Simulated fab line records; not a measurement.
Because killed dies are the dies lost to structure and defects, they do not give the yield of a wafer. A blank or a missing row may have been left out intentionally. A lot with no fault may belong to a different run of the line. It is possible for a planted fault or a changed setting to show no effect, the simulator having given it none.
fab line records	flow sky130	part 1 of 2: steps 1 to 32 of 47
[record] lots = 5	wafers = 15	lastDay = 49
route steps=708 shown SONOS_ONO@182 GATE_OXIDE@187 POLY_GATE@204 RES_PROTECT@206
lots untouched by any fault: they come from a run of this same line in which no faults occurred
startH: hours from the record's first day to the start of the lot's first wafer shown	waitH: hours since the lot's step before	" as in the row above	L1.1+2: a row that stands for several wafers	- value missing, or start not given	* or withheld: withheld	< > ~ a bound
route shown NAME@n: names a module that has steps shown in the file, with the first one's number in the route	usual: mean and standard deviation over wafers with no fault	same: alike in all rows	chamber/n: place in a boat	sites: the reading at each site	_std_site: standard deviation of those values	_edge_site: inner sites' mean taken away from outer sites' mean	radiusMm: how far each site lies from the wafer's centre	mask NAME#n: copy n	behind: the last tool/chamber to shape the wafer	hold: why the lot went on hold/how many hours it stayed there/how the hold came to an end	device: names the non-switching transistor (n, p or np)	end of line: the same wafers' tests at the end of the route	a step given without rows: its recipe and nothing more	killed: count of dies lost to structure and defects at first sort (not the wafer's yield)	map: dies across one wafer; x = killed, . = not, _ = none there
set.NAME: the setting the step ran with; set.NAME@STEP: the setting that earlier step ran with	model.NAME: the simulator's own value behind a step, which no gauge read
lots at selected steps of the route; one table per step, one row per wafer
services: a tool's chamber out of use, with start hour (startH, from the record's first day; less than 0 if before it), hours out, and reason
[[steps]]
[step SKY_SONOS_ONO_OVL_MEAS_14]
[usual] SONOS_ONO_OVL = -1.4/1.5
lot.wafer	tool	chamber	startH	waitH	SONOS_ONO_OVL[nm]
L078.1	overlay-01	-	311.98	0.1	-1.9
L078.4	"	-	"	"	-2.2
L078.6	"	-	"	"	-1.8
L085.1	overlay-01	-	368.30	0.1	-1.8
L085.5	"	-	"	"	-3.0
L085.6	"	-	"	"	-3.8
L086.1	overlay-01	-	372.85	0.1	-2.0
L086.3	"	-	"	"	-4.1
L086.6	"	-	"	"	-2.4
L092.1	overlay-02	-	431.78	0.1	-1.5
L092.2	"	-	"	"	-1.5
L092.6	"	-	"	"	-1.5
L094.2	overlay-02	-	443.46	0.1	-0.7
L094.3	"	-	"	"	-3.2
L094.4	"	-	"	"	-3.1
[step SKY_SONOS_ONO_ETCH_15]
[recipe] targetDepthNm = 19.52	chemistry = CHF3/O2	sourceW = 600	biasW = 200	pressureMtorr = 40	chf3FlowSccm = 50	O2_flow_sccm = 5	timeS = 7.613
[usual] O2_flow_sccm = 5.000/0.015	drypumpMotorCurrentA = 5.7/0.47	oesProductAu = 1.006/0.0092	rfFwdPowerW = 589/3.3	throttleValvePct = 8.826/0.0095
lot.wafer	tool	chamber	startH	waitH	O2_flow_sccm	drypumpMotorCurrentA	oesProductAu	rfFwdPowerW	rfHoursCounterH	throttleValvePct
L078.1	rieDiel-04	0	312.02	0.0	4.997	6.7	1.006	586	2	8.827
L078.4	"	0	"	"	5.011	6.7	1.001	587	-	8.820
L078.6	"	1	"	"	4.986	5.6	1.010	589	-	8.832
L085.1	rieDiel-04	3	368.34	0.0	5.024	5.6	1.007	588	37	8.829
L085.5	"	2	"	"	5.025	5.7	1.001	590	-	8.825
L085.6	"	1	"	"	5.002	5.6	1.004	588	-	8.835
L086.1	rieDiel-01	3	372.89	0.0	4.994	5.8	0.999	582	1	8.826
L086.3	"	2	"	"	4.997	4.9	0.998	591	1	8.833
L086.6	"	0	"	"	4.972	5.7	1.009	590	-	8.837
L092.1	rieDiel-02	3	431.82	0.0	5.008	5.8	1.023	593	10	8.825
L092.2	"	0	"	"	5.023	5.3	1.000	582	55	8.834
L092.6	"	2	"	"	4.996	5.8	1.015	589	-	8.816
L094.2	rieDiel-02	3	443.49	0.0	5.015	5.8	1.029	595	10	8.822
L094.3	"	1	"	"	5.014	6.2	0.986	589	8	8.825
L094.4	"	2	"	"	5.015	5.8	1.009	588	3	8.834
[step SKY_SONOS_ONO_WET_ETCH_16]
[recipe] chemistry = dHF	targetDepthNm = 14	dry = n2Spin	target = SiO2	dilution = 100:1	tempC = 25	timeS = 280
lot.wafer	tool	chamber	startH	waitH
L078.1+4+6	wetBench-03	0	312.04	0.0
L085.1+5+6	wetBench-04	3	368.36	0.0
L086.1+3+6	wetBench-02	0	372.91	0.0
L092.1+2+6	wetBench-04	3	431.84	0.0
L094.2+3+4	wetBench-03	0	443.51	0.0
[step SKY_SONOS_ONO_STRIP_17]
[recipe] chemistry = O2/N2	powerW = 1400	pressureMtorr = 1500	platenTempC = withheld	o2FlowSccm = 3000	n2FlowSccm = 300	overashFraction = 0.5
[usual] drypumpMotorCurrentA = 6.0/0.35	oesProductAu = 0.710/0.0046	stripTimeToEndpointS = 14.10/0.037
lot.wafer	tool	chamber	startH	waitH	drypumpMotorCurrentA	oesProductAu	rfHoursCounterH	stripTimeToEndpointS
L078.1	plasmaAsher-04	1	312.13	0.0	6.2	0.711	60	14.07
L078.4	"	0	"	"	6.5	0.713	-	14.08
L078.6	"	1	"	"	6.2	0.721	-	14.02
L085.1	plasmaAsher-02	0	368.44	0.0	5.6	0.704	52	14.04
L085.5	"	1	"	"	5.8	0.714	-	14.10
L085.6	"	0	"	"	5.6	0.708	-	14.06
L086.1	plasmaAsher-02	1	372.99	0.0	5.8	0.715	52	14.10
L086.3	"	0	"	"	5.6	0.704	-	14.09
L086.6	"	1	"	"	5.8	0.712	-	14.03
L092.1	plasmaAsher-03	1	431.93	0.0	5.5	0.714	33	14.15
L092.2	"	0	"	"	5.8	0.710	33	14.14
L092.6	"	1	"	"	5.5	0.715	-	14.12
L094.2	plasmaAsher-04	1	443.60	0.0	6.2	0.703	1	14.14
L094.3	"	1	"	"	6.2	0.714	-	14.16
L094.4	"	0	"	"	6.4	0.713	-	14.16
[step SKY_SONOS_ONO_WET_ETCH_18]
[recipe] chemistry = H3PO4	targetDepthNm = 15	target = Si3N4	tempC = 160	timeS = 172
lot.wafer	tool	chamber	startH	waitH
L078.1+4+6	wetBench-04	0	312.23	0.1
L085.1+5+6	wetBench-02	3	368.54	0.1
L086.1+3+6	wetBench-03	2	373.09	0.1
L092.1+2+6	wetBench-02	0	432.03	0.1
L094.2+3+4	wetBench-02	1	443.70	0.1
[step SKY_GATE_OXIDE_CLEAN_00]
[recipe] chemistry = SC1/SC2	mix = 1:4:20	tempC = 70	timeS = 150	dry = n2Spin
lot.wafer	tool	chamber	startH	waitH
L078.1+4+6	wetBench-03	1	312.29	0.0
L085.1+5+6	wetBench-03	0	368.60	0.0
L086.1+3+6	wetBench-04	0	373.15	0.0
L092.1+2+6	wetBench-03	0	432.15	0.0
L094.2+3+4	wetBench-04	3	443.76	0.0
[step SKY_GATE_OXIDE_OXIDATION_01]
[recipe] tempC = 900	ambient = O2	stabiliseS = 600	purgeS = 300	targetThkA = 102.68	oxTimeS = 1473
[usual] oxTempCMax = 904.2/1.1	zonePowerLowerPct = 20/3.1
lot.wafer	tool	chamber	startH	waitH	oxTempCMax	zonePowerLowerPct
L078.1	furnace-01	0	312.90	0.6	902.8	23
L078.4	"	0	"	"	903.2	23
L078.6	"	0	"	"	902.5	23
L085.1	furnace-01	0	370.91	2.3	904.0	23
L085.5	"	0	"	"	903.9	23
L085.6	"	0	"	"	903.9	23
L086.1	furnace-02	0	373.31	0.1	905.1	17
L086.3	"	0	"	"	904.7	17
L086.6	"	0	"	"	904.4	17
L092.1	furnace-02	0	433.25	1.1	904.9	16
L092.2	"	0	"	"	906.5	17
L092.6	"	0	"	"	905.2	17
L094.2	furnace-02	0	443.81	0.0	904.3	17
L094.3	"	0	"	"	905.6	17
L094.4	"	0	"	"	904.7	17
[step SKY_GATE_OXIDE_THK_MEAS_02]
[recipe] reads = SiO2_of_GATE_OXIDE_OXIDATION_01
[usual] GATE_OXIDE_OXIDATION_00_THK = 10.23/0.2
lot.wafer	tool	chamber	startH	waitH	GATE_OXIDE_OXIDATION_00_THK[nm]
L078.1	filmMetro-01	-	314.31	0.0	10.25
L078.4	"	-	"	"	10.22
L078.6	"	-	"	"	10.25
L085.1	filmMetro-01	-	372.32	0.0	10.16
L085.5	"	-	"	"	10.35
L085.6	"	-	"	"	10.30
L086.1	filmMetro-02	-	374.72	0.0	10.39
L086.3	"	-	"	"	10.18
L086.6	"	-	"	"	10.21
L092.1	filmMetro-03	-	434.66	0.0	10.54
L092.2	"	-	"	"	10.30
L092.6	"	-	"	"	10.15
L094.2	filmMetro-01	-	445.22	0.0	10.29
L094.3	"	-	"	"	10.12
L094.4	"	-	"	"	10.18
[step SKY_GATE_OXIDE_DEHYDRATE_03]
[recipe] tempC = 200	timeS = 60
lot.wafer	tool	chamber	startH	waitH
L078.1+4+6	lithoTrack-01	0	327.31	13.0
L085.1+5+6	lithoTrack-04	0	385.70	13.4
L086.1+3+6	lithoTrack-01	0	387.96	13.2
L092.1+2+6	lithoTrack-04	0	448.95	14.3
L094.2+3+4	lithoTrack-04	0	460.27	15.0
[step SKY_GATE_OXIDE_HMDS_04]
[recipe] primeTimeS = 60	primeTempC = 120
lot.wafer	tool	chamber	startH	waitH
L078.1+4+6	lithoTrack-01	0	327.46	0.1
L085.1+5+6	lithoTrack-04	0	385.85	0.1
L086.1+3+6	lithoTrack-01	0	388.11	0.1
L092.1+2+6	lithoTrack-04	0	449.10	0.1
L094.2+3+4	lithoTrack-04	0	460.42	0.1
[step SKY_GATE_OXIDE_COAT_05]
[recipe] resist = NOVOLAK	spinRpm = 3000	resistThkNm = 1140
lot.wafer	tool	chamber	startH	waitH
L078.1+4+6	lithoTrack-01	0	327.61	0.1
L085.1+5+6	lithoTrack-04	0	386.00	0.1
L086.1+3+6	lithoTrack-01	0	388.26	0.1
L092.1+2+6	lithoTrack-04	0	449.25	0.1
L094.2+3+4	lithoTrack-04	0	460.57	0.1
[step SKY_GATE_OXIDE_SOFTBAKE_06]
[recipe] tempC = 90	timeS = 60	resist = NOVOLAK
lot.wafer	tool	chamber	startH	waitH
L078.1+4+6	lithoTrack-01	0	327.76	0.1
L085.1+5+6	lithoTrack-04	0	386.15	0.1
L086.1+3+6	lithoTrack-01	0	388.41	0.1
L092.1+2+6	lithoTrack-04	0	449.40	0.1
L094.2+3+4	lithoTrack-04	0	460.72	0.1
[step SKY_GATE_OXIDE_EXPOSE_07]
[recipe] maskId = LVOM	na = 0.6	sourceShape = conventional	sigmaOuter = 0.6	polarization = unpolarized	targetCdNm = 600	doseMj = 170
lot.wafer	tool	chamber	startH	waitH	mask
L078.1+4+6	ilineStepper-02	0	-	-	LVOM#0
L085.1+5+6	ilineStepper-02	0	-	-	LVOM#0
L086.1+3+6	ilineStepper-01	0	-	-	LVOM#0
L092.1+2+6	ilineStepper-01	0	-	-	LVOM#0
L094.2+3+4	ilineStepper-01	0	-	-	LVOM#0
[step SKY_GATE_OXIDE_PEB_08]
[recipe] tempC = withheld	timeS = *	resist = NOVOLAK
lot.wafer	tool	chamber	startH	waitH
L078.1+4+6	lithoTrack-01	0	-	-
L085.1+5+6	lithoTrack-04	0	-	-
L086.1+3+6	lithoTrack-01	0	-	-
L092.1+2+6	lithoTrack-04	0	-	-
L094.2+3+4	lithoTrack-04	0	-	-
[step SKY_GATE_OXIDE_DEVELOP_09]
[recipe] resist = NOVOLAK	developer = TMAH	developTimeS = 60	devTempC = 23
lot.wafer	tool	chamber	startH	waitH
L078.1+4+6	lithoTrack-01	0	341.46	0.1
L085.1+5+6	lithoTrack-04	0	399.25	0.1
L086.1+3+6	lithoTrack-01	0	402.71	0.1
L092.1+2+6	lithoTrack-04	0	464.20	0.1
L094.2+3+4	lithoTrack-04	0	476.02	0.1
[step SKY_GATE_OXIDE_OVL_MEAS_10]
[usual] GATE_OXIDE_OVL = -1.0/1.4
lot.wafer	tool	chamber	startH	waitH	GATE_OXIDE_OVL[nm]
L078.1	overlay-01	-	341.61	0.1	0.4
L078.4	"	-	"	"	0.2
L078.6	"	-	"	"	0.7
L085.1	overlay-02	-	399.40	0.1	-1.6
L085.5	"	-	"	"	-0.9
L085.6	"	-	"	"	-1.0
L086.1	overlay-02	-	402.86	0.1	1.2
L086.3	"	-	"	"	-0.5
L086.6	"	-	"	"	-0.4
L092.1	overlay-02	-	464.35	0.1	-1.9
L092.2	"	-	"	"	-3.4
L092.6	"	-	"	"	-0.4
L094.2	overlay-01	-	476.15	0.1	-0.7
L094.3	"	-	"	"	-1.0
L094.4	"	-	"	"	-0.3
[step SKY_GATE_OXIDE_IMPLANT_11]
[recipe] species = B	energyKev = 10	doseCm2 = 2.6e+12	tiltDeg = withheld
lot.wafer	tool	chamber	startH	waitH
L078.1+4+6	implanter-03	0	341.65	0.0
L085.1+5+6	implanter-04	0	399.43	0.0
L086.1+3+6	implanter-03	0	402.90	0.0
L092.1+2+6	implanter-01	0	464.38	0.0
L094.2+3+4	implanter-03	0	476.21	0.0
[step SKY_GATE_OXIDE_WET_ETCH_12]
[recipe] chemistry = dHF	targetDepthNm = 16.8	dry = n2Spin	target = SiO2	dilution = 100:1	tempC = 25	timeS = 336
lot.wafer	tool	chamber	startH	waitH
L078.1+4+6	wetBench-03	2	341.80	0.1
L085.1+5+6	wetBench-04	0	399.58	0.1
L086.1+3+6	wetBench-04	0	403.05	0.1
L092.1+2+6	wetBench-02	3	464.53	0.1
L094.2+3+4	wetBench-04	0	476.33	0.1
[step SKY_GATE_OXIDE_STRIP_13]
[recipe] chemistry = O2/N2	powerW = 1400	pressureMtorr = 1500	platenTempC = withheld	o2FlowSccm = 3000	n2FlowSccm = 300	overashFraction = 0.5
[usual] drypumpMotorCurrentA = 5.9/0.51	oesProductAu = 0.716/0.0044	stripTimeToEndpointS = 14.19/0.039
lot.wafer	tool	chamber	startH	waitH	drypumpMotorCurrentA	oesProductAu	rfHoursCounterH	stripTimeToEndpointS
L078.1	plasmaAsher-02	1	341.90	0.0	5.7	0.711	49	14.23
L078.4	"	1	"	"	5.8	0.719	-	14.27
L078.6	"	0	"	"	5.6	0.714	-	14.24
L085.1	plasmaAsher-04	0	399.69	0.0	6.5	0.724	70	14.13
L085.5	"	0	"	"	6.4	0.717	-	14.11
L085.6	"	1	"	"	6.2	0.711	-	14.15
L086.1	plasmaAsher-04	0	403.15	0.0	6.5	0.716	70	14.18
L086.3	"	1	"	"	6.2	0.717	-	14.22
L086.6	"	0	"	"	6.5	0.721	-	14.23
L092.1	plasmaAsher-02	1	464.64	0.0	5.8	0.719	60	14.23
L092.2	"	0	"	"	5.6	0.714	60	14.15
L092.6	"	1	"	"	5.8	0.707	-	14.16
L094.2	plasmaAsher-02	1	476.44	0.0	5.8	0.716	61	14.14
L094.3	"	1	"	"	5.8	0.717	-	14.12
L094.4	"	0	"	"	5.6	0.714	-	14.17
[step SKY_GATE_OXIDE_TW_MEAS_14]
[usual] GATE_OXIDE_TW = 223.2/1.8
lot.wafer	tool	chamber	startH	waitH	GATE_OXIDE_TW
L078.1	filmMetro-02	-	342.00	0.1	221.8
L078.4	"	-	"	"	221.7
L078.6	"	-	"	"	221.5
L085.1	filmMetro-02	-	399.79	0.1	223.7
L085.5	"	-	"	"	224.4
L085.6	"	-	"	"	223.7
L086.1	filmMetro-01	-	403.25	0.1	226.2
L086.3	"	-	"	"	224.8
L086.6	"	-	"	"	225.6
L092.1	filmMetro-02	-	464.74	0.1	223.0
L092.2	"	-	"	"	222.8
L092.6	"	-	"	"	223.5
L094.2	filmMetro-01	-	476.55	0.1	226.7
L094.3	"	-	"	"	225.3
L094.4	"	-	"	"	225.8
[step SKY_GATE_OXIDE_CLEAN_15]
[recipe] chemistry = SC1/SC2	mix = 1:4:20	tempC = 70	timeS = 150	dry = n2Spin
lot.wafer	tool	chamber	startH	waitH
L078.1+4+6	wetBench-02	2	342.06	0.1
L085.1+5+6	wetBench-03	2	399.85	0.1
L086.1+3+6	wetBench-03	1	403.31	0.1
L092.1+2+6	wetBench-03	3	464.80	0.1
L094.2+3+4	wetBench-02	2	476.60	0.0
[step SKY_GATE_OXIDE_OXIDATION_16]
[recipe] tempC = 800	ambient = O2	idleTempC = 700	rampUpCPerMin = 10	rampDownCPerMin = 3	stabiliseS = 600	purgeS = 300	targetThkA = 35.7	oxTimeS = 1915
[usual] oxTempCMax = 803.7/1	zonePowerLowerPct = 15.5/2.4
lot.wafer	tool	chamber	startH	waitH	oxTempCMax	zonePowerLowerPct
L078.1	furnace-02	0	342.72	0.6	805.6	13.3
L078.4	"	0	"	"	804.6	13.2
L078.6	"	0	"	"	804.3	13.1
L085.1	furnace-02	0	400.27	0.4	804.7	13.2
L085.5	"	0	"	"	803.9	13.1
L085.6	"	0	"	"	803.7	13.3
L086.1	furnace-01	0	403.36	0.0	803.1	18.1
L086.3	"	0	"	"	802.6	17.6
L086.6	"	0	"	"	803.1	18.0
L092.1	furnace-02	0	465.86	1.0	804.8	13.2
L092.2	"	0	"	"	805.2	13.1
L092.6	"	0	"	"	804.4	13.1
L094.2	furnace-01	0	476.70	0.0	803.6	18.0
L094.3	"	0	"	"	802.5	18.0
L094.4	"	0	"	"	802.6	18.0
[step SKY_POLY_GATE_CVD_00]
[recipe] material = poly-Si	targetThkNm = 180	tempC = 620	timeS = 720	pressureMtorr = 200
[usual] zonePowerLowerPct = 8.1/0.38
lot.wafer	tool	chamber	startH	waitH	zonePowerLowerPct
L078.1	lpcvd-01	1	344.25	0.0	8.3
L078.4	"	1	"	"	8.5
L078.6	"	1	"	"	8.3
L085.1	lpcvd-01	0	401.80	0.0	7.6
L085.5	"	0	"	"	7.6
L085.6	"	0	"	"	7.6
L086.1	lpcvd-01	1	405.78	0.9	8.3
L086.3	"	1	"	"	8.4
L086.6	"	1	"	"	8.3
L092.1	lpcvd-01	1	467.39	0.0	8.2
L092.2	"	1	"	"	8.2
L092.6	"	1	"	"	8.3
L094.2	lpcvd-01	1	478.23	0.0	8.4
L094.3	"	1	"	"	8.3
L094.4	"	1	"	"	8.4
[step SKY_POLY_GATE_THK_MEAS_01]
[recipe] reads = poly-Si_of_POLY_GATE_CVD_00
[usual] POLY_GATE_CVD_00_THK = 181.6/1.9
lot.wafer	tool	chamber	startH	waitH	POLY_GATE_CVD_00_THK[nm]
L078.1	filmMetro-03	-	345.45	0.0	182.1
L078.4	"	-	"	"	181.0
L078.6	"	-	"	"	183.9
L085.1	filmMetro-03	-	403.00	0.0	182.4
L085.5	"	-	"	"	182.5
L085.6	"	-	"	"	182.0
L086.1	filmMetro-02	-	406.98	0.0	182.6
L086.3	"	-	"	"	182.5
L086.6	"	-	"	"	180.8
L092.1	filmMetro-02	-	468.59	0.0	184.7
L092.2	"	-	"	"	184.1
L092.6	"	-	"	"	184.7
L094.2	filmMetro-03	-	479.44	0.0	178.2
L094.3	"	-	"	"	178.3
L094.4	"	-	"	"	178.0
[step SKY_RES_PROTECT_DEHYDRATE_00]
[recipe] tempC = 200	timeS = 60
lot.wafer	tool	chamber	startH	waitH
L078.1+4+6	lithoTrack-04	0	359.00	13.5
L085.1+5+6	lithoTrack-04	0	417.50	14.5
L086.1+3+6	lithoTrack-03	0	421.93	14.9
L092.1+2+6	lithoTrack-03	0	483.08	14.5
L094.2+3+4	lithoTrack-01	0	493.59	14.1
[step SKY_RES_PROTECT_HMDS_01]
[recipe] primeTimeS = 60	primeTempC = 120
lot.wafer	tool	chamber	startH	waitH
L078.1+4+6	lithoTrack-04	0	359.15	0.1
L085.1+5+6	lithoTrack-04	0	417.65	0.1
L086.1+3+6	lithoTrack-03	0	422.08	0.1
L092.1+2+6	lithoTrack-03	0	483.23	0.1
L094.2+3+4	lithoTrack-01	0	493.74	0.1
[step SKY_RES_PROTECT_COAT_02]
[recipe] resist = NOVOLAK	spinRpm = 3000	resistThkNm = 1140
lot.wafer	tool	chamber	startH	waitH
L078.1+4+6	lithoTrack-04	0	359.30	0.1
L085.1+5+6	lithoTrack-04	0	417.80	0.1
L086.1+3+6	lithoTrack-03	0	422.23	0.1
L092.1+2+6	lithoTrack-03	0	483.38	0.1
L094.2+3+4	lithoTrack-01	0	493.89	0.1
[step SKY_RES_PROTECT_SOFTBAKE_03]
[recipe] tempC = 90	timeS = 60	resist = NOVOLAK
lot.wafer	tool	chamber	startH	waitH
L078.1+4+6	lithoTrack-04	0	359.45	0.1
L085.1+5+6	lithoTrack-04	0	417.95	0.1
L086.1+3+6	lithoTrack-03	0	422.38	0.1
L092.1+2+6	lithoTrack-03	0	483.53	0.1
L094.2+3+4	lithoTrack-01	0	494.04	0.1
[step SKY_RES_PROTECT_EXPOSE_04]
[recipe] maskId = RPM	na = 0.6	sourceShape = conventional	sigmaOuter = 0.6	polarization = unpolarized	targetCdNm = 1270	doseMj = 131
lot.wafer	tool	chamber	startH	waitH	mask
L078.1+4+6	ilineStepper-02	0	-	-	RPM#0
L085.1+5+6	ilineStepper-02	0	-	-	RPM#0
L086.1+3+6	ilineStepper-01	0	-	-	RPM#0
L092.1+2+6	ilineStepper-01	0	-	-	RPM#0
L094.2+3+4	ilineStepper-01	0	-	-	RPM#0
[step SKY_RES_PROTECT_PEB_05]
[recipe] tempC = withheld	timeS = *	resist = NOVOLAK
lot.wafer	tool	chamber	startH	waitH
L078.1+4+6	lithoTrack-04	0	-	-
L085.1+5+6	lithoTrack-03	0	-	-
L086.1+3+6	lithoTrack-03	0	-	-
L092.1+2+6	lithoTrack-01	0	-	-
L094.2+3+4	lithoTrack-01	0	-	-
[step SKY_RES_PROTECT_DEVELOP_06]
[recipe] resist = NOVOLAK	developer = TMAH	developTimeS = 60	devTempC = 23
lot.wafer	tool	chamber	startH	waitH
L078.1+4+6	lithoTrack-04	0	373.20	0.1
L085.1+5+6	lithoTrack-03	0	432.73	0.1
L086.1+3+6	lithoTrack-03	0	436.93	0.1
L092.1+2+6	lithoTrack-01	0	498.66	0.1
L094.2+3+4	lithoTrack-01	0	509.74	0.1
[step SKY_POLY_GATE_IMPLANT_02]
[recipe] species = P	energyKev = 30.59	doseCm2 = 7.7e+15	tiltDeg = 0
lot.wafer	tool	chamber	startH	waitH
L078.1+4+6	implanter-03	0	373.47	0.2
L085.1+5+6	implanter-04	0	432.88	0.1
L086.1+3+6	implanter-04	0	437.08	0.1
L092.1+2+6	implanter-02	0	498.81	0.1
L094.2+3+4	implanter-02	0	509.89	0.1
